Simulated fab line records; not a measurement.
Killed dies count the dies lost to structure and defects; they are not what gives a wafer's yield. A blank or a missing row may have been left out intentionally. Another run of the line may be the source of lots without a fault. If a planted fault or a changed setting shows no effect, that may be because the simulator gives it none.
Which tool was responsible? + flow sky130 + 16 wafers from 6 lots sampled at 3 of the route's 708 steps

WHAT THE GAUGES READ, wafer by wafer
SKY_LI_CONTACT_RS_MEAS_22: measures by four-point-probe.
| lot  | measured     | on           | LI_CONTACT_W_RS (ohm/sq) |
|------|--------------|--------------|--------------------------|
| L342 | day 30 08:16 | filmMetro-03 | 0.2906 0.2851 0.2859     |
| L344 | day 31 19:58 | filmMetro-01 | 0.2715 0.2874            |
| L348 | day 32 04:49 | filmMetro-04 | 0.2695 0.2850            |
| L358 | day 35 09:25 | filmMetro-03 | 0.2874 0.2879 0.2859     |
| L360 | day 35 16:59 | filmMetro-03 | 0.2868 0.2872 0.2895     |
| L362 | day 36 07:43 | filmMetro-04 | 0.2855 0.2847 0.2846     |

WHAT TOOL EACH LOT RAN ON (gives the tool, then ch and the chambers of the sampled wafers, and finally the start)
| lot  | SKY_LDD_HVP_STRIP_09                | SKY_LI_CONTACT_CVD_21        |
|------|-------------------------------------|------------------------------|
| L342 | plasmaAsher-02 ch 0,1, day 22 21:28 | cvdW-02 ch 0,1, day 30 08:08 |
| L344 | plasmaAsher-02 ch 0,1, day 24 10:32 | cvdW-01 ch 0,1, day 31 19:51 |
| L348 | plasmaAsher-02 ch 0,1, day 24 22:58 | cvdW-01 ch 0, day 32 04:42   |
| L358 | plasmaAsher-03 ch 0,1, day 28 07:55 | cvdW-01 ch 0,1, day 35 09:18 |
| L360 | plasmaAsher-02 ch 0,1, day 28 18:20 | cvdW-01 ch 0,1, day 35 16:52 |
| L362 | plasmaAsher-02 ch 0,1, day 29 08:44 | cvdW-02 ch 0, day 36 07:35   |
- SKY_LDD_HVP_STRIP_09: strips in O2/N2.
- SKY_LI_CONTACT_CVD_21: deposits W, target thk 400 nm, time 120.56 s.

THE ANSWER, worked out from the rows above alone
Rule: usual is defined by the lots themselves. Put in order of their means at a reading, lots are off if they are a third of the lots or fewer, leave a main group of 4 or more, and stand apart from it by a gap of 3 or more times the standard deviation of the main group's means; of several such gaps the widest counts. A main group whose means are all the same, to the digits that the tables above print for the reading, isn't used. Also off: a lot with no number at a reading for which 4 or more lots have one. The other lots that the step has rows for count as sound.
Off: at SKY_LI_CONTACT_RS_MEAS_22 (LI_CONTACT_W_RS), L344, L348. The main group has a mean of 0.2868 ohm/sq with a standard deviation of 0.0011.
If a tool, at a process step before that reading, ran all the lots that are off and no sound lot after the first of them, it fits. The gauges at SKY_LI_CONTACT_RS_MEAS_22 are tried like those tools. None of those tried fits.

WHAT HAD BEEN PUT IN BY THE SIMULATOR
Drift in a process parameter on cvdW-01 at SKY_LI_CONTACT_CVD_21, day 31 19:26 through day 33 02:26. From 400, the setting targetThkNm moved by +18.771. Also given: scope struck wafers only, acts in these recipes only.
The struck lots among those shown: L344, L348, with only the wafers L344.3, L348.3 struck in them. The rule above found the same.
